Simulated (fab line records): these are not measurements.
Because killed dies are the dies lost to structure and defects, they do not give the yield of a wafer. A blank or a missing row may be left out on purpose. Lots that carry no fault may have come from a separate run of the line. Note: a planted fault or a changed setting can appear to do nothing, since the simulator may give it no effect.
The tool behind it: which one? -- flow sky130 -- 72 wafers from 24 lots sampled at 4 of the route's 708 steps

WHAT EACH GAUGE READ, for each wafer
SKY_VIA2_CD_MEAS_12: target cd 200 nm.
lot,measured,on,cd-nm (nm)
L074,day 37 01:05,cd-sem-01,197.9 198.7 199.4
L076,day 37 09:16,cd-sem-02,197.7 197.9 197.4
L075,day 37 13:49,cd-sem-01,200.4 199.3 199.6
L077,day 37 17:47,cd-sem-02,199.6 200.8 200.3
L078,day 38 02:39,cd-sem-01,200.0 200.4 200.6
L079,day 38 05:59,cd-sem-02,201.7 200.6 200.8
L080,day 38 09:57,cd-sem-02,199.6 198.5 200.5
L081,day 39 00:48,cd-sem-02,200.3 200.4 200.0
L083,day 39 08:02,cd-sem-01,201.0 201.8 201.2
L082,day 39 10:12,cd-sem-02,201.9 202.2 203.1
L084,day 39 17:30,cd-sem-01,201.9 201.0 200.6
L085,day 39 19:16,cd-sem-01,199.9 199.9 200.5
L086,day 40 12:17,cd-sem-02,201.9 200.7 200.7
L087,day 40 21:54,cd-sem-02,199.8 201.3 201.0
L088,day 41 04:37,cd-sem-01,201.0 200.8 202.0
L089,day 41 08:01,cd-sem-01,198.7 199.2 200.6
L090,day 41 09:29,cd-sem-02,202.1 200.7 200.7
L091,day 41 19:33,cd-sem-02,197.6 200.0 199.3
L092,day 42 04:48,cd-sem-02,199.4 199.4 198.9
L093,day 42 14:07,cd-sem-02,198.4 200.4 199.0
L094,day 42 18:56,cd-sem-02,199.3 198.2 201.4
L095,day 42 22:23,cd-sem-01,202.4 200.4 201.4
L096,day 43 02:23,cd-sem-02,202.3 201.3 201.7
L097,day 43 04:18,cd-sem-01,199.7 201.2 199.7

TOOL THAT RAN EACH LOT (tool first, then ch and the chambers of the sampled wafers, then the start)
lot,SKY_METAL2_SPUTTER_01,SKY_METAL2_ETCH_18,SKY_METAL2_METAL_ETCH_19
L074,"pvd-sputter-04, day 34 18:55","rie-metal-02 ch 1, day 35 21:39","rie-metal-02 ch 1, day 35 21:47"
L076,"pvd-sputter-04, day 35 02:28","rie-metal-02 ch 1, day 36 05:31","rie-metal-02 ch 1, day 36 05:38"
L075,"pvd-sputter-01, day 35 08:11","rie-metal-04 ch 0,1, day 36 10:41","rie-metal-04 ch 0,1, day 36 10:45"
L077,"pvd-sputter-01, day 35 12:51","rie-metal-04 ch 0,1, day 36 14:35","rie-metal-04 ch 0,1, day 36 14:40"
L078,"pvd-sputter-04, day 35 21:32","rie-metal-04 ch 0,1, day 36 23:31","rie-metal-04 ch 0,1, day 36 23:37"
L079,"pvd-sputter-04, day 35 23:10","rie-metal-02 ch 0,1, day 37 02:13","rie-metal-02 ch 0,1, day 37 02:17"
L080,"pvd-sputter-04, day 36 04:46","rie-metal-04 ch 0,1, day 37 07:03","rie-metal-04 ch 0,1, day 37 07:08"
L081,"pvd-sputter-04, day 36 19:37","rie-metal-04 ch 0, day 37 22:25","rie-metal-04 ch 0, day 37 22:29"
L083,"pvd-sputter-01, day 37 03:56","rie-metal-02 ch 0,1, day 38 06:31","rie-metal-02 ch 0,1, day 38 06:35"
L082,"pvd-sputter-01, day 37 05:30","rie-metal-02 ch 0,1, day 38 07:22","rie-metal-02 ch 0,1, day 38 07:26"
L084,"pvd-sputter-01, day 37 12:32","rie-metal-04 ch 0, day 38 14:25","rie-metal-04 ch 0, day 38 14:32"
L085,"pvd-sputter-04, day 37 14:34","rie-metal-01 ch 0,1, day 38 16:11","rie-metal-01 ch 0,1, day 38 16:15"
L086,"pvd-sputter-04, day 38 08:00","rie-metal-01 ch 0,1, day 39 10:04","rie-metal-01 ch 0,1, day 39 10:08"
L087,"pvd-sputter-04, day 38 18:31","rie-metal-04 ch 0,1, day 39 20:23","rie-metal-04 ch 0,1, day 39 20:27"
L088,"pvd-sputter-04, day 39 01:02","rie-metal-02 ch 1, day 40 02:43","rie-metal-02 ch 1, day 40 02:47"
L089,"pvd-sputter-01, day 39 05:31","rie-metal-01 ch 0,1, day 40 06:44","rie-metal-01 ch 0,1, day 40 06:49"
L090,"pvd-sputter-01, day 39 06:14","rie-metal-01 ch 0,1, day 40 07:49","rie-metal-01 ch 0,1, day 40 07:53"
L091,"pvd-sputter-01, day 39 17:05","rie-metal-04 ch 0,1, day 40 18:29","rie-metal-04 ch 0,1, day 40 18:34"
L092,"pvd-sputter-01, day 40 02:58","rie-metal-01 ch 0,1, day 41 03:28","rie-metal-01 ch 0,1, day 41 03:32"
L093,"pvd-sputter-01, day 40 13:15","rie-metal-01 ch 0,1, day 41 13:37","rie-metal-01 ch 0,1, day 41 13:41"
L094,"pvd-sputter-01, day 40 18:41","rie-metal-04 ch 0, day 41 18:43","rie-metal-04 ch 0, day 41 18:47"
L095,"pvd-sputter-04, day 40 20:50","rie-metal-04 ch 0,1, day 41 20:55","rie-metal-04 ch 0,1, day 41 20:59"
L096,"pvd-sputter-04, day 41 01:31","rie-metal-01 ch 0,1, day 42 02:01","rie-metal-01 ch 0,1, day 42 02:05"
L097,"pvd-sputter-04, day 41 02:56","rie-metal-02 ch 0,1, day 42 03:28","rie-metal-02 ch 0,1, day 42 03:32"
- SKY_METAL2_SPUTTER_01: material TiN, target thk 20 nm, time 16.7 s.
- SKY_METAL2_ETCH_18: etches BARC in N2/H2, stops on SiO2, time 45.9 s, target depth 60 nm.
- SKY_METAL2_METAL_ETCH_19: etches the open film in Cl2/BCl3, stops on SiO2, target depth 360 nm, time 78 s.

WHAT THE TOOLS THEMSELVES READ (means of the sampled wafers that have a number; where no wafer has one, the mark that the record gives instead)
SKY_METAL2_SPUTTER_01.
lot,tool,throttle-valve-pct (%)
L074,pvd-sputter-04,30.8
L076,pvd-sputter-04,30.9
L075,pvd-sputter-01,29.5
L077,pvd-sputter-01,29.6
L078,pvd-sputter-04,29.8
L079,pvd-sputter-04,30.2
L080,pvd-sputter-04,30.8
L081,pvd-sputter-04,30.6
L083,pvd-sputter-01,30.2
L082,pvd-sputter-01,29.2
L084,pvd-sputter-01,30.6
L085,pvd-sputter-04,30.3
L086,pvd-sputter-04,31.3
L087,pvd-sputter-04,29.6
L088,pvd-sputter-04,31.2
L089,pvd-sputter-01,30.4
L090,pvd-sputter-01,30.2
L091,pvd-sputter-01,29.9
L092,pvd-sputter-01,30.4
L093,pvd-sputter-01,30.1
L094,pvd-sputter-01,30.2
L095,pvd-sputter-04,31.2
L096,pvd-sputter-04,30.3
L097,pvd-sputter-04,31.6

SKY_METAL2_ETCH_18.
lot,tool,drypump-motor-current-A (A),he-backside-leak-sccm (sccm),oes-product-au (a.u.),throttle-valve-pct (%)
L074,rie-metal-02,4.7,3.09,0.852,13.232
L076,rie-metal-02,4.7,3.24,0.853,13.230
L075,rie-metal-04,5.7,3.12,0.856,13.226
L077,rie-metal-04,5.7,3.25,0.854,13.220
L078,rie-metal-04,5.7,3.15,0.853,13.225
L079,rie-metal-02,5.1,3.19,0.847,13.216
L080,rie-metal-04,5.7,3.23,0.856,13.227
L081,rie-metal-04,6.1,3.05,0.857,13.227
L083,rie-metal-02,5.5,3.27,0.858,13.226
L082,rie-metal-02,5.1,3.20,0.860,13.230
L084,rie-metal-04,6.1,3.10,0.853,13.236
L085,rie-metal-01,5.4,3.28,0.855,13.231
L086,rie-metal-01,5.4,3.02,0.855,13.218
L087,rie-metal-04,5.4,3.19,0.853,13.219
L088,rie-metal-02,4.7,3.11,0.851,13.219
L089,rie-metal-01,5.4,3.20,0.855,13.216
L090,rie-metal-01,5.3,3.18,0.855,13.212
L091,rie-metal-04,5.4,3.12,0.858,13.223
L092,rie-metal-01,5.4,3.40,0.853,13.227
L093,rie-metal-01,5.3,3.47,0.855,13.222
L094,rie-metal-04,6.1,3.09,0.855,13.236
L095,rie-metal-04,5.7,3.33,0.854,13.232
L096,rie-metal-01,5.4,3.11,0.856,13.224
L097,rie-metal-02,5.6,3.29,0.855,13.220

SKY_METAL2_METAL_ETCH_19.
lot,tool,drypump-motor-current-A (A),he-backside-leak-sccm (sccm),oes-product-au (a.u.),throttle-valve-pct (%)
L074,rie-metal-02,4.7,3.07,0.860,22.262
L076,rie-metal-02,4.7,3.01,0.856,22.262
L075,rie-metal-04,5.7,3.13,0.853,22.265
L077,rie-metal-04,5.7,3.14,0.857,22.255
L078,rie-metal-04,5.8,3.10,0.857,22.263
L079,rie-metal-02,5.1,3.28,0.856,22.264
L080,rie-metal-04,5.7,3.14,0.854,22.266
L081,rie-metal-04,6.1,3.15,0.848,22.261
L083,rie-metal-02,5.6,3.13,0.852,22.279
L082,rie-metal-02,5.1,3.18,0.852,22.266
L084,rie-metal-04,6.1,3.18,0.860,22.271
L085,rie-metal-01,5.4,3.38,0.861,22.261
L086,rie-metal-01,5.4,3.20,0.851,22.258
L087,rie-metal-04,5.4,3.15,0.864,22.255
L088,rie-metal-02,4.7,3.25,0.849,22.267
L089,rie-metal-01,5.4,3.34,0.856,22.264
L090,rie-metal-01,5.3,3.31,0.860,22.266
L091,rie-metal-04,5.4,3.18,0.852,22.256
L092,rie-metal-01,5.4,3.27,0.854,22.267
L093,rie-metal-01,5.2,3.27,0.853,22.275
L094,rie-metal-04,6.1,3.16,0.858,22.264
L095,rie-metal-04,5.7,3.21,0.857,22.264
L096,rie-metal-01,5.4,3.26,0.854,22.259
L097,rie-metal-02,5.6,3.24,0.855,22.267

THE ANSWER, worked out from the rows above alone
Rule: what is usual is taken from the lots themselves. Put in order of their means at a reading, lots are off if they are a third of the lots or fewer, leave a main group of 4 or more, and stand apart from it by a gap of 3 or more times the standard deviation of the main group's means; of several such gaps the widest counts. The tables above print the reading to a certain number of digits; a main group whose means all agree to those digits is not used. Also off: a lot with no number at a reading for which 4 or more lots have one. Where the step has rows for the other lots, those lots are counted as sound. Order of review: gauges by route order, followed by the tools' own readings, for which a lot's mean as printed above is used. The first step at which some lot is off is used, and at that step the reading that is off furthest; a lot without a number counts as furthest.
Nothing can be told from this: no lot is off at any reading shown.

WHAT THE SIMULATOR HAD PUT IN
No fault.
